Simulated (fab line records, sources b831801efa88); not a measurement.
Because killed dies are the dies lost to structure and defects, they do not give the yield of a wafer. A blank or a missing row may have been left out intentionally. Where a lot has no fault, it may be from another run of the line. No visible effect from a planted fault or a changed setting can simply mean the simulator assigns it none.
One fault through the eyes of 2 desks    flow gf180mcu    numbers are kept per desk, each desk with only its own; the story behind them comes last

## DESK OF THE TOOL OWNER: implanter-03
The tool's own readings at GF_LVPWELL_IMPLANT_09: means of the sampled wafers that have a number, for each lot that ran on this tool. If a lot's mean is further than 4 standard deviations from the usual mean, the lot is out of limits and carries the mark OUT (the distance appears in the brackets).
Columns: A = tilt deg at GF_LVPWELL_IMPLANT_09, usual 0.003 degrees
lot   first seen here  A
L294  day 6 03:44      8.521 (+99 or more) OUT
L295  day 6 09:49      8.545 (+99 or more) OUT
Finding of this desk: L294, L295 out of limits; the first was L294 at day 6 03:44, on tilt deg at GF_LVPWELL_IMPLANT_09. In limits: none.

## AT THE METROLOGY DESK
Means of the sampled wafers that have a number, per lot and without regard to the tool the lot ran on: this is what the gauges read. If a lot's mean is further than 4 standard deviations from the usual mean, the lot is out of limits and carries the mark OUT (the distance appears in the brackets).
Columns: A = NWELL_OVL at GF_NWELL_OVL_MEAS_07, usual -0.4 nm; B = NWELL_TW at GF_NWELL_TW_MEAS_11, usual 1573; C = VT_IMPLANT_4_TW at GF_VT_IMPLANT_TW_MEAS_43, usual 693; D = LVPWELL_RS at GF_VT_IMPLANT_RS_MEAS_48, usual 1196 ohm/sq
lot   first seen here  A     B     C    D
L284  day 3 08:07      -0.7  1549  697  1194
L285  day 3 12:34      1.2   1554  700  1195
L286  day 3 18:07      0.6   1553  680  1192
L292  day 5 01:49      -1.4  1590  694  1192
L293  day 5 07:50      -0.7  1595  699  1194
L294  day 5 12:40      -0.0  1602  682  -
L295  day 5 17:49      -0.7  1588  684  -
L297  day 6 05:13      -3.3  1551  696  1198
L299  day 6 19:56      0.5   1597  694  1201
L300  day 7 00:53      -0.8  1585  694  1197
L302  day 7 09:28      1.5   1555  682  1193
L304  day 7 20:44      -1.5  1588  695  1197
L305  day 8 01:19      0.3   1587  699  1198
L306  day 8 06:28      -1.2  1549  695  1195
This desk found nothing out of limits on any of the 14 lots.

## BROUGHT TOGETHER
At day 6 03:44, on L294, L295, the tool owner's desk was in a position to raise an alarm.
Nothing out of limits was seen by the metrology desk.
The metrology desk holds a record of L294, L295, inside its limits.
Every lot named ran GF_LVPWELL_IMPLANT_09 on implanter-03.

## WHAT THE SIMULATOR HAD INSERTED
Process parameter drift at GF_LVPWELL_IMPLANT_09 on implanter-03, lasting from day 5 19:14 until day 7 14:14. Setting tilt deg shifted by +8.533 from 0. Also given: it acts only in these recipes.
Lots struck among those shown: L294, L295.
Delay in hours, fault start to first out-of-limits reading, by desk: the tool owner's desk at 8.
